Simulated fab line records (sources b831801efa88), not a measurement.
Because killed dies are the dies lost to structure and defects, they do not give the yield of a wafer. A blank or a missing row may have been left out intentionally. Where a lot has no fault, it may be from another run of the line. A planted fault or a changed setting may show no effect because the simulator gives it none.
fab line records	flow sky130
record: lots: 5	wafers: 15	lastDay: 48
route steps=708 shown METAL2@495 VIA2@507 PAD_OPEN@708
lots untouched by any fault: they come from a run of this same line in which no faults occurred
startH: hours from the record's first day to the start of the lot's first wafer shown	waitH: time in hours since the lot's previous step	" repeats the value in the row above	L1.1+2: several wafers, shown together as one row	- either no value or no given start	* or withheld: withheld	< > ~ a bound
route shown NAME@n: NAME is a module with steps in the file, n the number in the route of the first one	usual: mean/standard deviation taken from wafers without a fault	same: alike in all rows	chamber/n: place in a boat	sites: readings site by site	_std_site: standard deviation of those values	_edge_site: outer sites' mean less inner sites'	radiusMm: how far each site lies from the wafer's centre	mask NAME#n: copy n	behind: tool/chamber where the wafer was last shaped	hold: what put the lot on hold/how long, in hours/how the hold closed	device: whichever transistor did not switch (one of n, p or np)	end of line: the route-end tests of the same wafers	for a step that has no rows: nothing shown but its recipe	killed: at the first sort, the dies lost to defects and structure; wafer yield is something else	map: dies across one wafer; x = killed, . = not, _ = none there
set.NAME: setting as actually run; set.NAME@STEP: the setting as run at that earlier step	model.NAME: the simulator's own value behind a step, which no gauge read
lots at some steps of the route; a table a step, a row a wafer
services: from which hour (startH, from the record's first day; less than 0 if before it) a tool's chamber was out of use, for how many hours, and why
== steps ==
step: SKY_METAL2_EXPOSE_12
recipe: maskId: MM2	na: 0.8	sourceShape: annular	sigmaInner: 0.55	sigmaOuter: 0.85	targetCdNm: 140	doseMj: 28
step: SKY_METAL2_PEB_13
recipe: pebTempC: withheld	pebTimeS: withheld	resist: KrF-thick
step: SKY_METAL2_DEVELOP_14
recipe: developTimeS: 60	resist: KrF-thick	devTempC: 21
step: SKY_METAL2_CD_MEAS_15
recipe: targetCdNm: 140
usual: cdNm: 139.7/1.3
lot.wafer	tool	chamber	startH	waitH	cdNm
L890.3	cdSem-01	-	882.48	-	139.3
L890.5	"	-	"	"	139.9
L890.6	"	-	"	"	139.6
L891.1	cdSem-01	-	888.14	-	139.6
L891.2	"	-	"	"	140.1
L891.4	"	-	"	"	139.3
L892.3	cdSem-02	-	906.34	-	141.9
L892.4	"	-	"	"	141.8
L892.6	"	-	"	"	140.9
L894.2	cdSem-01	-	907.51	-	142.3
L894.3	"	-	"	"	141.1
L894.5	"	-	"	"	141.0
L895.2	cdSem-01	-	915.42	-	141.6
L895.4	"	-	"	"	141.5
L895.5	"	-	"	"	140.8
step: SKY_METAL2_OVL_MEAS_16
usual: METAL2_OVL: -1/6.1
lot.wafer	tool	chamber	startH	waitH	METAL2_OVL[nm]
L890.3	overlay-02	-	882.57	0.1	8
L890.5	"	-	"	"	4
L890.6	"	-	"	"	7
L891.1	overlay-02	-	888.26	0.1	1
L891.2	"	-	"	"	-6
L891.4	"	-	"	"	-6
L892.3	overlay-02	-	906.43	0.1	1
L892.4	"	-	"	"	7
L892.6	"	-	"	"	10
L894.2	overlay-01	-	907.62	0.1	-4
L894.3	"	-	"	"	4
L894.5	"	-	"	"	3
L895.2	overlay-01	-	915.52	0.1	2
L895.4	"	-	"	"	0
L895.5	"	-	"	"	-3
step: SKY_METAL2_DESCUM_17
recipe: chemistry: O2	sourcePowerW: 150	biasPowerW: 0	pressureMtorr: 10	tempC: 40	timeS: 8
usual: drypumpMotorCurrentA: 6.0/0.35	oesProductAu: 1.001/0.0088	rfFwdPowerW: 146.6/0.56
same: biasPowerW: 0	timeS: 8
lot.wafer	tool	chamber	startH	waitH	drypumpMotorCurrentA	oesProductAu	rfFwdPowerW	rfHoursCounterH
L890.3	rieMetal-01	0	882.61	0.0	6.2	0.990	147.3	-
L890.5	"	1	"	"	6.0	1.008	146.0	-
L890.6	"	0	"	"	6.2	0.994	147.1	-
L891.1	rieMetal-01	0	888.30	0.0	6.2	1.000	147.2	2
L891.2	"	1	"	"	6.0	1.012	146.2	9
L891.4	"	0	"	"	6.2	1.004	146.8	-
L892.3	rieMetal-04	1	906.47	0.0	6.3	1.013	147.3	-
L892.4	"	0	"	"	5.4	0.981	146.4	-
L892.6	"	0	"	"	5.4	0.988	146.2	-
L894.2	rieMetal-01	1	907.65	0.0	6.1	0.998	146.4	11
L894.3	"	1	"	"	6.1	1.001	146.7	-
L894.5	"	0	"	"	6.2	0.999	146.7	-
L895.2	rieMetal-04	0	915.55	0.0	5.4	0.991	145.4	5
L895.4	"	0	"	"	5.4	0.993	145.7	-
L895.5	"	1	"	"	6.3	1.002	147.4	-
step: SKY_METAL2_ETCH_18
recipe: chemistry: N2/H2	target: BARC	ionEnergyEv: 200	biasW: 100	pressureMtorr: 30	n2FlowSccm: 100	h2FlowSccm: 200	icpW: 500	stopOn: SiO2	timeS: 45.9	targetDepthA: 600
usual: drypumpMotorCurrentA: 6.0/0.35	oesProductAu: 0.854/0.0044	rfFwdPowerW: 494.2/1.9	throttleValvePct: 13.226/0.0087
same: timeS: 45.9
lot.wafer	tool	chamber	startH	waitH	drypumpMotorCurrentA	oesProductAu	rfFwdPowerW	rfHoursCounterH	throttleValvePct
L890.3	rieMetal-01	0	882.65	0.0	6.2	0.858	497.2	-	13.232
L890.5	"	1	"	"	6.0	0.850	496.4	-	13.216
L890.6	"	0	"	"	6.2	0.858	499.4	-	13.214
L891.1	rieMetal-01	0	888.33	0.0	6.2	0.854	494.1	2	13.224
L891.2	"	1	"	"	6.0	0.852	494.4	9	13.233
L891.4	"	0	"	"	6.2	0.854	494.1	-	13.233
L892.3	rieMetal-04	1	906.51	0.0	6.4	0.859	492.6	-	13.225
L892.4	"	0	"	"	5.4	0.854	491.9	-	13.227
L892.6	"	0	"	"	5.4	0.853	492.3	-	13.238
L894.2	rieMetal-01	1	907.68	0.0	6.1	0.859	493.5	11	13.221
L894.3	"	1	"	"	6.1	0.856	493.7	-	13.243
L894.5	"	0	"	"	6.2	0.859	498.9	-	13.214
L895.2	rieMetal-04	0	915.59	0.0	5.4	0.858	493.5	5	13.242
L895.4	"	0	"	"	5.4	0.853	491.7	-	13.243
L895.5	"	1	"	"	6.4	0.860	493.0	-	13.232
step: SKY_METAL2_METAL_ETCH_19
recipe: targetDepthA: 3600	stopOn: SiO2	overEtchFrac: 0.3	timeS: 78	chemistry: Cl2/BCl3	resistSidewallDeg: 88	pressureMtorr: 10	icpW: 900	biasW: 48.5	Cl2_flow_sccm: 60	bcl3FlowSccm: 30
usual: drypumpMotorCurrentA: 6.0/0.35	oesProductAu: 0.854/0.0053	rfFwdPowerW: 893.0/3	throttleValvePct: 22.266/0.0092
same: timeS: 78
lot.wafer	tool	chamber	startH	waitH	drypumpMotorCurrentA	oesProductAu	rfFwdPowerW	rfHoursCounterH	throttleValvePct
L890.3	rieMetal-01	0	882.72	0.1	6.2	0.851	893.0	-	22.265
L890.5	"	1	"	"	6.1	0.855	896.5	-	22.248
L890.6	"	0	"	"	6.2	0.853	894.2	-	22.279
L891.1	rieMetal-01	0	888.39	0.0	6.2	0.850	892.8	2	22.256
L891.2	"	1	"	"	6.0	0.853	891.4	10	22.272
L891.4	"	0	"	"	6.2	0.848	894.2	-	22.265
L892.3	rieMetal-04	1	906.58	0.1	6.3	0.856	894.5	-	22.276
L892.4	"	0	"	"	5.4	0.846	889.9	-	22.272
L892.6	"	0	"	"	5.4	0.850	889.0	-	22.277
L894.2	rieMetal-01	1	907.74	0.0	6.0	0.858	885.5	11	22.262
L894.3	"	1	"	"	6.0	0.858	887.2	-	22.259
L894.5	"	0	"	"	6.2	0.846	896.0	-	22.266
L895.2	rieMetal-04	0	915.65	0.0	5.4	0.858	894.9	5	22.279
L895.4	"	0	"	"	5.4	0.855	894.2	-	22.254
L895.5	"	1	"	"	6.3	0.858	889.1	-	22.287
step: SKY_METAL2_STRIP_20
recipe: chemistry: O2/N2	powerW: 1400	pressureMtorr: 1500	platenTempC: withheld	o2FlowSccm: 3000	n2FlowSccm: 300	overashFraction: 0.5
usual: drypumpMotorCurrentA: 5.33/0.24	oesProductAu: 0.342/0.0054	stripTimeToEndpointS: 2.68/0.038
lot.wafer	tool	chamber	startH	waitH	drypumpMotorCurrentA	oesProductAu	rfHoursCounterH	stripTimeToEndpointS
L890.3	plasmaAsher-01	1	882.81	0.1	5.56	0.343	-	2.74
L890.5	"	0	"	"	5.16	0.338	-	2.71
L890.6	"	1	"	"	5.56	0.340	-	2.73
L891.1	plasmaAsher-01	1	888.48	0.1	5.54	0.340	47	2.74
L891.2	"	0	"	"	5.15	0.347	47	2.71
L891.4	"	1	"	"	5.55	0.342	-	2.76
L892.3	plasmaAsher-02	1	906.67	0.1	5.12	0.344	-	2.64
L892.4	"	0	"	"	5.63	0.342	-	2.68
L892.6	"	1	"	"	5.13	0.335	-	2.66
L894.2	plasmaAsher-01	1	907.83	0.1	5.57	0.343	49	2.68
L894.3	"	1	"	"	5.57	0.336	-	2.65
L894.5	"	0	"	"	5.16	0.337	-	2.68
L895.2	plasmaAsher-01	1	915.74	0.1	5.57	0.345	49	2.72
L895.4	"	1	"	"	5.55	0.350	-	2.73
L895.5	"	0	"	"	5.15	0.334	-	2.64
step: SKY_METAL2_STRIP_21
recipe: chemistry: postEtchResidueRemover	timeS: 1200	tempC: 72.5
step: SKY_METAL2_CLEAN_22
recipe: chemistry: IPA	timeS: 180	tempC: 25
step: SKY_METAL2_CLEAN_23
recipe: chemistry: O3/DIW	dry: n2Spin
step: SKY_VIA2_HDPCVD_00
recipe: material: SiO2	targetThkNm: 1180	sigmaOpenFrac: 0.3	timeS: 196.7	tempC: 400	sih4FlowSccm: 60	pressureMtorr: 6
usual: runLengthS: 224.3/0.49	susceptorTempC: 400.03/0.21
lot.wafer	tool	chamber	startH	waitH	runLengthS	susceptorTempC	model.SiO2_of_VIA2_HDPCVD_00.thkNm
L890.3	hdpcvd-01	0	883.37	0.0	224.4	400.02	1157
L890.5	"	0	"	"	224.9	400.29	1167
L890.6	"	1	"	"	224.3	399.99	1162
L891.1	hdpcvd-01	2	889.08	0.0	223.8	400.17	1174
L891.2	"	1	"	"	224.4	400.16	1177
L891.4	"	2	"	"	223.4	400.14	1169
L892.3	hdpcvd-02	2	907.66	0.0	225.0	399.86	1189
L892.4	"	1	"	"	224.0	399.98	1182
L892.6	"	2	"	"	225.1	400.08	1193
L894.2	hdpcvd-02	2	908.52	0.0	225.0	400.06	1187
L894.3	"	1	"	"	223.5	400.08	1187
L894.5	"	1	"	"	224.7	400.09	1185
L895.2	hdpcvd-02	0	916.35	0.0	231.6	400.01	1235
L895.4	"	1	"	"	230.9	400.03	1225
L895.5	"	0	"	"	224.5	400.37	1167
step: SKY_VIA2_THK_MEAS_01
recipe: reads: SiO2_of_VIA2_HDPCVD_00
usual: VIA2_HDPCVD_THK: 1180/11
lot.wafer	tool	chamber	startH	waitH	hold	VIA2_HDPCVD_THK[nm]
L890.3	filmMetro-01	-	883.52	0.1	-	1157
L890.5	"	-	"	"	-	1167
L890.6	"	-	"	"	-	1162
L891.1	filmMetro-01	-	889.20	0.1	-	1174
L891.2	"	-	"	"	-	1177
L891.4	"	-	"	"	-	1171
L892.3	filmMetro-02	-	907.81	0.1	-	1189
L892.4	"	-	"	"	-	1182
L892.6	"	-	"	"	-	1193
L894.2	filmMetro-04	-	908.66	0.1	-	1187
L894.3	"	-	"	"	-	1187
L894.5	"	-	"	"	-	1185
L895.2	filmMetro-04	-	916.48	0.1	awaitDispo/0.2h/release	1236
L895.4	"	-	"	"	awaitDispo/0.2h/release	1225
L895.5	"	-	"	"	awaitDispo/0.2h/release	1166
L895.2	filmMetro-04	-	916.71	0.2	-	1234
L895.4	"	-	"	"	-	1226
L895.5	"	-	"	"	-	1167
step: SKY_VIA2_CMP_02
recipe: material: SiO2	downForcePsi: 4	platenRpm: 60	padVelocityMS: 0.94248
usual: edgeZonePressureFrac: 1.000/0.0044	motorCurrentA: 12.0/1.1
lot.wafer	tool	chamber	startH	waitH	hold	edgeZonePressureFrac	motorCurrentA
L890.3	cmp-01	1	883.66	0.1	-	1.011	11.1
L890.5	"	3	"	"	-	1.001	9.9
L890.6	"	0	"	"	-	0.999	12.9
L891.1	cmp-01	2	889.26	0.1	-	1.002	12.6
L891.2	"	3	"	"	-	0.995	10.5
L891.4	"	0	"	"	-	1.000	12.6
L892.3	cmp-02	2	907.90	0.1	-	1.004	12.0
L892.4	"	0	"	"	-	0.997	12.5
L892.6	"	2	"	"	-	0.998	12.1
L894.3	cmp-01	3	908.76	0.1	-	1.007	9.7
L894.2	"	0	"	"	-	0.996	12.3
L894.5	"	3	"	"	-	1.007	10.1
L895.2	cmp-01	0	918.20	1.5	awaitDispo/1.4h/release	1.002	12.7
L895.4	"	2	"	"	awaitDispo/1.4h/release	0.997	12.8
L895.5	"	3	"	"	awaitDispo/1.4h/release	1.000	9.8
step: SKY_PAD_OPEN_PROBE_99
usual: defectLimitedYield: 82.2/1.9	killed_at_M0_to_M3: 43/6.5	killed_at_M4_up: 3.5/1.9	killedAtContacts: 24/5.4	killedAtFrontEnd: 16/4.8	killedAtOther: 0.4/0.64	killedDies: 87/9.4	killedOpen: 47/7	killedShort: 40/6.3	sort_bin_3_pad_short: 0.9/0.4	sort_bin_5_function: 10.5/1.4	sort_bin_6_memory: 6.3/1.1	sortNPass: 405/9.4	sortYieldPct: 82.2/1.9
same: grossDies: 492	killedAtBackSide: 0	sort_bin_4_leakage[%]: 0	sort_bin_8_speed[%]: 0
lot.wafer	tool	chamber	startH	waitH	defectLimitedYield[%]	killed_at_M0_to_M3	killed_at_M4_up	killedAtContacts	killedAtFrontEnd	killedAtOther	killedDies	killedOpen	killedShort	sort_bin_3_pad_short[%]	sort_bin_5_function[%]	sort_bin_6_memory[%]	sortNPass	sortYieldPct[%]
L890.3	prober-01	-	1124.61	0.2	81.9	46	3	27	11	2	89	49	40	0.8	12.0	5.3	403	81.9
L890.5	prober-01	-	1124.71	0.2	81.1	48	1	32	12	0	93	49	44	0.4	11.6	6.9	399	81.1
L890.6	prober-01	-	1124.76	0.2	84.3	41	4	25	7	0	77	44	33	0.6	9.3	5.7	415	84.3
L891.1	prober-02	-	1126.81	0.1	85.4	37	3	17	15	0	72	38	34	0.6	8.3	5.7	420	85.4
L891.2	prober-02	-	1126.86	0.1	82.9	40	2	25	16	1	84	46	38	1.2	11.2	4.7	408	82.9
L891.4	prober-02	-	1126.96	0.2	80.7	44	7	28	16	0	95	54	40	1.2	10.8	7.3	397	80.7
L892.3	prober-01	-	1143.41	0.2	80.5	53	5	26	12	0	96	44	52	1.0	11.4	7.1	396	80.5
L892.4	prober-01	-	1143.46	0.2	84.8	36	4	19	15	1	75	35	37	0.8	8.9	5.5	417	84.8
L892.6	prober-01	-	1143.56	0.2	81.9	38	5	26	19	1	89	46	42	1.2	9.8	7.1	403	81.9
L894.2	prober-02	-	1144.66	0.1	81.1	38	3	36	15	1	93	51	41	1.2	11.0	6.7	399	81.1
L894.3	prober-02	-	1144.71	0.2	82.7	43	5	21	14	2	85	43	40	0.8	11.8	4.7	407	82.7
L894.5	prober-02	-	1144.81	0.2	81.1	49	3	23	17	1	93	46	46	0.8	12.6	5.5	399	81.1
killed by level:class
L890.3 CONTACT:geometricParticle:open=11 VIA1:geometricParticle:open=9 LI_CONTACT:geometricParticle:open=7 METAL1:geometricParticle:short=7 METAL2:geometricParticle:short=7 VIA3:geometricParticle:open=7 POLY_GATE:geometricParticle:open=4 LOCAL_INTERCONNECT:geometricParticle:short=4
L890.5 VIA1:geometricParticle:open=13 CONTACT:geometricParticle:open=10 LI_CONTACT:geometricParticle:open=9 VIA1:geometricParticle:short=9 VIA3:geometricParticle:open=7 CONTACT:geometricParticle:short=6 POLY_GATE:geometricParticle:short=5 METAL2:geometricParticle:short=5
L890.6 CONTACT:geometricParticle:open=12 VIA1:geometricParticle:open=11 VIA2:geometricParticle:open=7 METAL1:geometricParticle:short=6 LI_CONTACT:geometricParticle:open=5 CONTACT:geometricParticle:short=4 VIA1:geometricParticle:short=4 METAL2:geometricParticle:short=4
L891.1 VIA1:geometricParticle:open=9 VIA2:geometricParticle:open=8 CONTACT:geometricParticle:open=8 FIELD_ISO:geometricParticle:short=6 LI_CONTACT:geometricParticle:open=5 VIA3:geometricParticle:open=5 VIA2:geometricParticle:short=4 LOCAL_INTERCONNECT:geometricParticle:short=3
L891.2 LI_CONTACT:geometricParticle:open=11 POLY_GATE:geometricParticle:short=7 CONTACT:geometricParticle:open=7 VIA1:geometricParticle:open=7 VIA2:geometricParticle:open=6 METAL2:geometricParticle:short=6 METAL1:geometricParticle:short=5 FIELD_ISO:geometricParticle:open=3
L891.4 CONTACT:geometricParticle:open=14 VIA1:geometricParticle:open=8 METAL2:geometricParticle:short=7 LI_CONTACT:geometricParticle:open=6 VIA1:geometricParticle:short=6 VIA3:geometricParticle:open=6 VIA2:geometricParticle:open=5 SPACER:geometricParticle:open=4
L892.3 VIA2:geometricParticle:open=9 CONTACT:geometricParticle:open=8 METAL2:geometricParticle:short=8 VIA1:geometricParticle:open=7 METAL1:geometricParticle:short=7 LI_CONTACT:geometricParticle:open=6 CONTACT:geometricParticle:short=6 VIA3:geometricParticle:open=6
L892.4 LI_CONTACT:geometricParticle:open=7 VIA1:geometricParticle:open=7 CONTACT:geometricParticle:open=7 METAL3:geometricParticle:short=6 VIA1:geometricParticle:short=5 METAL2:geometricParticle:short=4 METAL1:geometricParticle:short=4 FIELD_ISO:geometricParticle:short=3
L892.6 CONTACT:geometricParticle:open=14 VIA1:geometricParticle:open=9 FIELD_ISO:geometricParticle:short=7 CONTACT:geometricParticle:short=6 VIA3:geometricParticle:open=5 VIA1:geometricParticle:short=5 METAL4:geometricParticle:short=5 POLY_GATE:geometricParticle:short=4
L894.2 VIA1:geometricParticle:open=12 LI_CONTACT:geometricParticle:open=11 CONTACT:geometricParticle:open=8 LOCAL_INTERCONNECT:geometricParticle:short=7 VIA2:geometricParticle:open=5 POLY_GATE:geometricParticle:short=5 CONTACT:geometricParticle:short=5 METAL1:geometricParticle:short=5
L894.3 VIA3:geometricParticle:open=9 VIA1:geometricParticle:open=8 METAL2:geometricParticle:short=6 LI_CONTACT:geometricParticle:open=5 FIELD_ISO:geometricParticle:open=4 FIELD_ISO:geometricParticle:short=4 CONTACT:geometricParticle:short=4 CONTACT:geometricParticle:open=4
L894.5 VIA1:geometricParticle:open=11 METAL1:geometricParticle:short=9 LI_CONTACT:geometricParticle:open=7 CONTACT:geometricParticle:short=7 VIA2:geometricParticle:open=6 METAL2:geometricParticle:short=6 POLY_GATE:geometricParticle:open=5 VIA3:geometricParticle:open=5
== services ==
tool	chamber	startH	hours	kind
rieMetal-04	1	886.63	3.6	repair
cmp-02	-	887.99	2.6	repair
rieMetal-04	-	895.03	2.8	pm
cmp-02	-	912.00	4.0	pm
hdpcvd-01	-	913.84	0.7	repair
cmp-02	-	916.00	-	consumableReplace:conditioner
cmp-02	-	916.00	-	consumableReplace:pad
rieMetal-01	1	916.12	7.5	repair
cmp-02	-	916.32	6.9	pm
== key ==
firstSign: step: SKY_VIA2_HDPCVD_00	reading: runLengthS	direction: up	sigmas: 14	usual: *	struck: *
effect: step: SKY_VIA2_THK_MEAS_01	reading: visit	direction: added
modelEffect: step: SKY_VIA2_HDPCVD_00	value: SiO2_of_VIA2_HDPCVD_00.thkNm	without: 1188	struck: 1230
metAt SKY_VIA2_HDPCVD_00
struckWafers L895.2,L895.4
onsetBetween 908.52 916.35
fault: kind: processParameterDrift	tool: hdpcvd-02	chamber: -	onsetH: 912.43	steps: SKY_VIA2_HDPCVD_00	channel: timeS	offset: *	shape: step	endH: 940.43	scope: struckWafersOnly	actsIn: *	stated: *
